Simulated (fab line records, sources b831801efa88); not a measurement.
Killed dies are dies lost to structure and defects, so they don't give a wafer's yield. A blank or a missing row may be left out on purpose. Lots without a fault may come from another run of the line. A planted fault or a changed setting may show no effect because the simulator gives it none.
fab line records	flow sky130
record lots=12	wafers=36	last-day=50
route steps=708 shown VT_ADJUST_HVTP@93 VT_ADJUST_LVTN@106 LDD_HVP@280 PAD_OPEN@708
lots untouched by any fault: they come from a run of this same line in which no faults occurred
start-h: hours from the record's opening day to when the first of the lot's shown wafers began	wait-h: how many hours have passed since the lot's step before this one	" the same as in the row above	L1.1+2: several wafers, shown together as one row	- no value present, or no start provided	* or withheld: withheld	< > ~ a bound
route shown NAME@n: names a module that has steps shown in the file, with the first one's number in the route	usual: mean/standard deviation of fault-free wafers	same: alike in all rows	chamber/n: place in a boat	sites: the reading at each site	_std_site: standard deviation across them	_edge_site: inner sites' mean taken away from outer sites' mean	radius-mm: how far each site lies from the wafer's centre	mask NAME#n: copy n	behind: tool/chamber where the wafer was last shaped	hold: what put the lot on hold/how long, in hours/how the hold closed	device: which transistor (n, p or np) failed to switch	end of line: tests run on the same wafers once the route is complete	a step with no rows: only its recipe	killed: dies lost to structure and defects at the first sort, not the wafer's yield	map: dies across one wafer; x = killed, . = not, _ = none there
set.NAME: the setting the step ran with; set.NAME@STEP: the setting that earlier step ran with	model.NAME: the simulator's own value behind a step, which no gauge read
steps of the route over a sample of lots; a table a step, a row a wafer
services: a tool's chamber out of use, with start hour (start-h, from the record's first day; less than 0 if before it), hours out, and reason
## steps
# step SKY_VT_ADJUST_HVTP_OVL_MEAS_08
# usual VT_ADJUST_HVTP_OVL=0.8/1.5
lot.wafer	tool	chamber	start-h	wait-h	VT_ADJUST_HVTP_OVL[nm]
L399.1	overlay-02	-	127.94	0.1	1.2
L399.4	"	-	"	"	0.9
L399.6	"	-	"	"	-0.3
L401.4	overlay-02	-	134.41	0.1	0.4
L401.5	"	-	"	"	-1.2
L401.6	"	-	"	"	0.8
L402.1	overlay-02	-	141.36	0.1	0.7
L402.4	"	-	"	"	0.3
L402.6	"	-	"	"	1.4
L404.2	overlay-02	-	150.55	0.1	-0.1
L404.3	"	-	"	"	2.0
L404.4	"	-	"	"	0.9
L408.1	overlay-02	-	185.65	0.1	1.4
L408.3	"	-	"	"	2.6
L408.6	"	-	"	"	1.8
L410.1	overlay-02	-	188.20	0.1	-0.4
L410.4	"	-	"	"	1.1
L410.6	"	-	"	"	0.6
L411.4	overlay-02	-	199.31	0.1	2.0
L411.5	"	-	"	"	2.3
L411.6	"	-	"	"	0.3
L417.2	overlay-02	-	237.85	0.1	1.8
L417.5	"	-	"	"	2.3
L417.6	"	-	"	"	1.9
L418.1	overlay-02	-	245.15	0.1	-0.8
L418.4	"	-	"	"	0.7
L418.5	"	-	"	"	1.3
L420.1	overlay-01	-	262.20	0.1	0.9
L420.3	"	-	"	"	0.7
L420.5	"	-	"	"	-0.1
L421.2	overlay-01	-	265.40	0.1	-1.7
L421.4	"	-	"	"	-1.3
L421.6	"	-	"	"	-3.2
L422.2	overlay-01	-	268.00	0.1	-0.2
L422.3	"	-	"	"	-2.6
L422.6	"	-	"	"	-2.2
# step SKY_VT_ADJUST_LVTN_STRIP_09
# recipe chemistry=O2/N2	power-w=1400	pressure-mtorr=1500	platen-temp-c=withheld	o2-flow-sccm=3000	n2-flow-sccm=300	overash-fraction=0.5
# usual drypump-motor-current-A=5.5/0.47	oes-product-au=0.722/0.0048	strip-time-to-endpoint-s=36.96/0.1
lot.wafer	tool	chamber	start-h	wait-h	drypump-motor-current-A	oes-product-au	rf-hours-counter-h	strip-time-to-endpoint-s
L399.1	plasma-asher-03	0	147.01	0.1	5.0	0.721	3	37.01
L399.4	"	0	"	"	5.0	0.721	-	36.88
L399.6	"	0	"	"	5.0	0.730	-	37.03
L401.4	plasma-asher-03	0	153.94	0.1	5.0	0.717	-	36.86
L401.5	"	1	"	"	5.9	0.726	-	36.95
L401.6	"	0	"	"	5.0	0.730	-	37.06
L402.1	plasma-asher-04	0	161.26	0.1	5.6	0.714	32	36.84
L402.4	"	0	"	"	5.6	0.720	-	36.82
L402.6	"	0	"	"	5.6	0.715	-	36.93
L404.2	plasma-asher-03	0	171.11	0.1	5.0	0.726	6	36.96
L404.3	"	1	"	"	5.9	0.732	-	37.04
L404.4	"	0	"	"	5.0	0.707	-	37.05
L408.1	plasma-asher-03	1	208.11	0.1	5.9	0.726	10	37.05
L408.3	"	0	"	"	5.0	0.724	-	37.06
L408.6	"	0	"	"	5.0	0.715	-	37.06
L410.1	plasma-asher-03	1	210.76	0.1	5.9	0.733	10	36.94
L410.4	"	1	"	"	5.9	0.724	-	37.01
L410.6	"	0	"	"	5.0	0.723	-	36.97
L411.4	plasma-asher-04	1	222.19	0.1	5.2	0.728	-	36.71
L411.5	"	1	"	"	5.2	0.710	-	36.76
L411.6	"	0	"	"	5.6	0.725	-	36.75
L417.2	plasma-asher-03	0	261.96	0.1	5.0	0.723	15	37.14
L417.5	"	0	"	"	5.1	0.720	-	37.11
L417.6	"	1	"	"	5.9	0.714	-	37.09
L418.1	plasma-asher-03	0	269.56	0.1	5.1	0.722	16	36.95
L418.4	"	1	"	"	5.9	0.720	-	36.86
L418.5	"	1	"	"	5.9	0.716	-	36.86
L420.1	plasma-asher-04	1	286.80	0.1	5.1	0.729	43	36.90
L420.3	"	0	"	"	5.6	0.723	-	36.99
L420.5	"	1	"	"	5.2	0.732	-	37.07
L421.2	plasma-asher-02	1	289.85	0.1	5.3	0.719	53	37.07
L421.4	"	1	"	"	5.3	0.727	-	37.03
L421.6	"	0	"	"	6.8	0.726	-	37.26
L422.2	plasma-asher-04	1	292.66	0.1	5.2	0.726	44	36.90
L422.3	"	0	"	"	5.6	0.721	-	36.95
L422.6	"	0	"	"	5.6	0.724	-	36.96
# step SKY_VT_ADJUST_LVTN_TW_MEAS_10
# usual VT_ADJUST_LVTN_TW=239.0/2.1
lot.wafer	tool	chamber	start-h	wait-h	VT_ADJUST_LVTN_TW
L399.1	film-metro-01	-	147.11	0.1	240.5
L399.4	"	-	"	"	239.6
L399.6	"	-	"	"	239.3
L401.4	film-metro-02	-	154.04	0.1	240.2
L401.5	"	-	"	"	241.1
L401.6	"	-	"	"	238.9
L402.1	film-metro-02	-	161.36	0.1	239.9
L402.4	"	-	"	"	239.1
L402.6	"	-	"	"	238.3
L404.2	film-metro-01	-	171.22	0.1	239.8
L404.3	"	-	"	"	238.9
L404.4	"	-	"	"	240.1
L408.1	film-metro-03	-	208.21	0.1	239.3
L408.3	"	-	"	"	239.1
L408.6	"	-	"	"	238.4
L410.1	film-metro-03	-	210.86	0.1	238.3
L410.4	"	-	"	"	237.5
L410.6	"	-	"	"	238.0
L411.4	film-metro-03	-	222.29	0.1	239.6
L411.5	"	-	"	"	237.5
L411.6	"	-	"	"	238.5
L417.2	film-metro-03	-	262.07	0.1	238.3
L417.5	"	-	"	"	240.0
L417.6	"	-	"	"	236.8
L418.1	film-metro-02	-	269.66	0.1	235.4
L418.4	"	-	"	"	236.4
L418.5	"	-	"	"	235.4
L420.1	film-metro-03	-	286.90	0.1	239.5
L420.3	"	-	"	"	237.9
L420.5	"	-	"	"	239.1
L421.2	film-metro-01	-	289.96	0.1	241.2
L421.4	"	-	"	"	242.2
L421.6	"	-	"	"	240.7
L422.2	film-metro-02	-	292.77	0.1	234.3
L422.3	"	-	"	"	233.6
L422.6	"	-	"	"	234.1
# step SKY_LDD_HVP_COAT_02
# recipe resist=NOVOLAK	spin-rpm=3000	resist-thk-nm=300
# usual chill-plate-temp-C=22.98/0.096	dispense-pressure-kPa=47.9/2.3
lot.wafer	tool	chamber	start-h	wait-h	chill-plate-temp-C	dispense-pressure-kPa
L399.1	litho-track-02	0	481.02	0.1	23.03	49.8
L399.4	"	0	"	"	23.00	49.7
L399.6	"	0	"	"	22.99	49.7
L401.4	litho-track-03	0	494.39	0.1	23.07	49.0
L401.5	"	0	"	"	23.06	49.0
L401.6	"	0	"	"	22.93	49.0
L402.1	litho-track-04	0	513.57	0.1	22.87	44.4
L402.4	"	0	"	"	22.89	44.4
L402.6	"	0	"	"	23.05	44.4
L404.2	litho-track-04	0	514.19	0.1	23.09	44.5
L404.3	"	0	"	"	23.15	44.5
L404.4	"	0	"	"	22.98	44.5
L408.1	litho-track-03	-	576.07	0.1	-	-
L408.3	"	-	"	"	-	-
L408.6	"	-	"	"	-	-
L410.1	litho-track-02	-	576.57	0.1	-	-
L410.4	"	-	"	"	-	-
L410.6	"	-	"	"	-	-
L411.4	litho-track-02	0	594.45	0.1	22.94	49.7
L411.5	"	0	"	"	23.03	49.6
L411.6	"	0	"	"	23.11	49.7
L417.2	litho-track-03	0	641.34	0.1	22.94	49.0
L417.5	"	0	"	"	22.92	48.9
L417.6	"	0	"	"	23.01	49.0
L418.1	litho-track-02	0	648.32	0.1	22.95	49.7
L418.4	"	0	"	"	23.03	49.7
L418.5	"	0	"	"	22.94	49.7
L420.1	litho-track-02	0	667.72	0.1	22.85	49.7
L420.3	"	0	"	"	22.96	49.7
L420.5	"	0	"	"	23.00	49.7
L421.2	litho-track-03	0	668.04	0.1	22.91	49.0
L421.4	"	0	"	"	22.81	48.9
L421.6	"	0	"	"	22.88	49.0
L422.2	litho-track-04	0	672.79	0.1	22.95	44.4
L422.3	"	0	"	"	22.95	44.4
L422.6	"	0	"	"	22.84	44.4
# step SKY_LDD_HVP_OVL_MEAS_07
# usual LDD_HVP_OVL=0.1/1.5
lot.wafer	tool	chamber	start-h	wait-h	LDD_HVP_OVL[nm]
L399.1	overlay-02	-	497.02	0.1	1.1
L399.4	"	-	"	"	-0.6
L399.6	"	-	"	"	0.7
L401.4	overlay-02	-	508.74	0.1	-1.9
L401.5	"	-	"	"	1.4
L401.6	"	-	"	"	-3.2
L402.1	overlay-01	-	529.42	0.1	-3.1
L402.4	"	-	"	"	-0.2
L402.6	"	-	"	"	-0.4
L404.2	overlay-02	-	530.33	0.1	0.9
L404.3	"	-	"	"	-1.0
L404.4	"	-	"	"	-1.6
L408.1	overlay-02	-	591.22	0.1	-
L408.3	"	-	"	"	-
L408.6	"	-	"	"	-
L410.1	overlay-01	-	591.32	0.1	-
L410.4	"	-	"	"	-
L410.6	"	-	"	"	-
L411.4	overlay-01	-	609.29	0.1	-0.8
L411.5	"	-	"	"	-1.6
L411.6	"	-	"	"	0.1
L417.2	overlay-02	-	655.52	0.1	0.7
L417.5	"	-	"	"	0.7
L417.6	"	-	"	"	1.3
L418.1	overlay-01	-	662.42	0.1	-1.0
L418.4	"	-	"	"	1.7
L418.5	"	-	"	"	0.3
L420.1	overlay-02	-	681.22	0.1	0.7
L420.3	"	-	"	"	0.0
L420.5	"	-	"	"	2.2
L421.2	overlay-02	-	681.62	0.1	-1.0
L421.4	"	-	"	"	1.9
L421.6	"	-	"	"	1.3
L422.2	overlay-01	-	686.18	0.1	0.1
L422.3	"	-	"	"	1.9
L422.6	"	-	"	"	-0.1
# step SKY_PAD_OPEN_PROBE_99
# usual killed_at_M0_to_M3=43/7.2	killed_at_M4_up=3.5/2	killed-at-contacts=24/5.2	killed-at-front-end=15/4.4	killed-at-other=0.2/0.48	killed-dies=85/9.4	killed-on-rim=16/3.7	killed-open=46/7.3	killed-short=39/6.1
# same gross-dies=492	killed-at-back-side=0
lot.wafer	tool	chamber	start-h	wait-h	killed_at_M0_to_M3	killed_at_M4_up	killed-at-contacts	killed-at-front-end	killed-at-other	killed-dies	killed-on-rim	killed-open	killed-short
L408.1	prober-01	-	1125.65	0.1	36	2	34	420	0	492	96	55	34
L408.3	prober-01	-	1125.75	0.2	37	4	25	426	0	492	96	36	40
L408.6	prober-01	-	1125.90	0.2	42	5	32	412	1	492	96	49	43
L410.1	prober-02	-	1127.15	0.1	34	4	22	432	0	492	96	42	37
L410.4	prober-02	-	1127.30	0.2	40	2	29	420	1	492	96	41	41
L410.6	prober-02	-	1127.40	0.2	29	0	21	442	0	492	96	34	30
# killed by level:class
L408.1 LDD_HVP:area-expose=403 CONTACT:geometric-particle:open=15 LI_CONTACT:geometric-particle:open=11 VIA2:geometric-particle:open=9 VIA1:geometric-particle:open=8 FIELD_ISO:geometric-particle:short=7 METAL2:geometric-particle:short=5 VIA3:geometric-particle:open=4
L408.3 LDD_HVP:area-expose=416 CONTACT:geometric-particle:short=9 METAL1:geometric-particle:short=8 CONTACT:geometric-particle:open=7 VIA1:geometric-particle:open=6 VIA2:geometric-particle:open=5 FIELD_ISO:geometric-particle:short=4 LI_CONTACT:geometric-particle:short=3
L408.6 LDD_HVP:area-expose=399 CONTACT:geometric-particle:open=12 LI_CONTACT:geometric-particle:open=8 VIA2:geometric-particle:open=8 METAL1:geometric-particle:short=7 VIA1:geometric-particle:open=7 VIA1:geometric-particle:short=5 LI_CONTACT:geometric-particle:short=4
L410.1 LDD_HVP:area-expose=413 VIA1:geometric-particle:open=7 FIELD_ISO:geometric-particle:short=5 LI_CONTACT:geometric-particle:short=5 LI_CONTACT:geometric-particle:open=5 CONTACT:geometric-particle:open=5 VIA3:geometric-particle:open=5 FIELD_ISO:geometric-particle:open=4
L410.4 LDD_HVP:area-expose=410 LI_CONTACT:geometric-particle:open=11 CONTACT:geometric-particle:open=7 VIA3:geometric-particle:short=6 VIA1:geometric-particle:open=6 VIA2:geometric-particle:open=6 VIA1:geometric-particle:short=5 CONTACT:geometric-particle:short=4
L410.6 LDD_HVP:area-expose=428 LI_CONTACT:geometric-particle:open=8 CONTACT:geometric-particle:open=8 METAL1:geometric-particle:short=5 FIELD_ISO:geometric-particle:short=4 VIA2:geometric-particle:open=4 VIA3:geometric-particle:open=4 CONTACT:geometric-particle:short=3
## services
tool	chamber	start-h	hours	kind
plasma-asher-04	-	131.74	15.6	pm
plasma-asher-02	-	172.05	6.5	repair
plasma-asher-04	-	185.71	7.7	repair
plasma-asher-04	-	192.23	6.0	repair
plasma-asher-02	-	230.92	0.4	repair
litho-track-03	-	304.95	-	consumable-replace:filter
plasma-asher-04	-	327.01	3.4	repair
plasma-asher-02	-	353.17	1.4	repair
plasma-asher-02	-	421.25	9.0	pm
plasma-asher-02	0	421.25	9.0	vent-cycle
plasma-asher-02	1	421.25	9.0	vent-cycle
plasma-asher-02	0	430.25	-	clean
plasma-asher-02	1	430.25	-	clean
plasma-asher-03	-	444.97	2.4	repair
plasma-asher-02	-	445.38	5.6	repair
plasma-asher-03	-	470.61	2.8	pm
plasma-asher-04	-	503.49	2.8	pm
plasma-asher-02	-	523.77	1.7	repair
plasma-asher-02	-	581.61	2.8	pm
plasma-asher-02	-	592.81	21.6	repair
plasma-asher-02	-	636.50	14.6	pm
## key
first-sign step=SKY_LDD_HVP_COAT_02	reading=tool-record	direction=missing
effect step=SKY_LDD_HVP_OVL_MEAS_07	reading=LDD_HVP_OVL	direction=missing
effect step=SKY_PAD_OPEN_PROBE_99	reading=killed-at-front-end	direction=up	sigmas=94	usual=15	struck=425
more-kills-born-at SKY_LDD_HVP_EXPOSE_04@iline-stepper-01=1251	SKY_LDD_HVP_EXPOSE_04@iline-stepper-02=1218
met-at SKY_LDD_HVP_COAT_02
struck-lots L408,L410
tester-left-out L408,L410
not-acting-at SKY_VT_ADJUST_HVTP_OVL_MEAS_08,SKY_VT_ADJUST_LVTN_STRIP_09,SKY_VT_ADJUST_LVTN_TW_MEAS_10
onset-between 494.39 576.07
fault kind=skipped-step-whole	tool=litho-track-02,litho-track-03	chamber=-	onset-h=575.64	steps=SKY_LDD_HVP_COAT_02	scope=struck-lots-only
# tester-left-out: of these lots the tester's yield and bins aren't shown, on N5 and GAA mostly nor the transistor test; their killed dies are dies lost to structure and defects alone, not to doping, threshold or leakage, so they don't give the yield
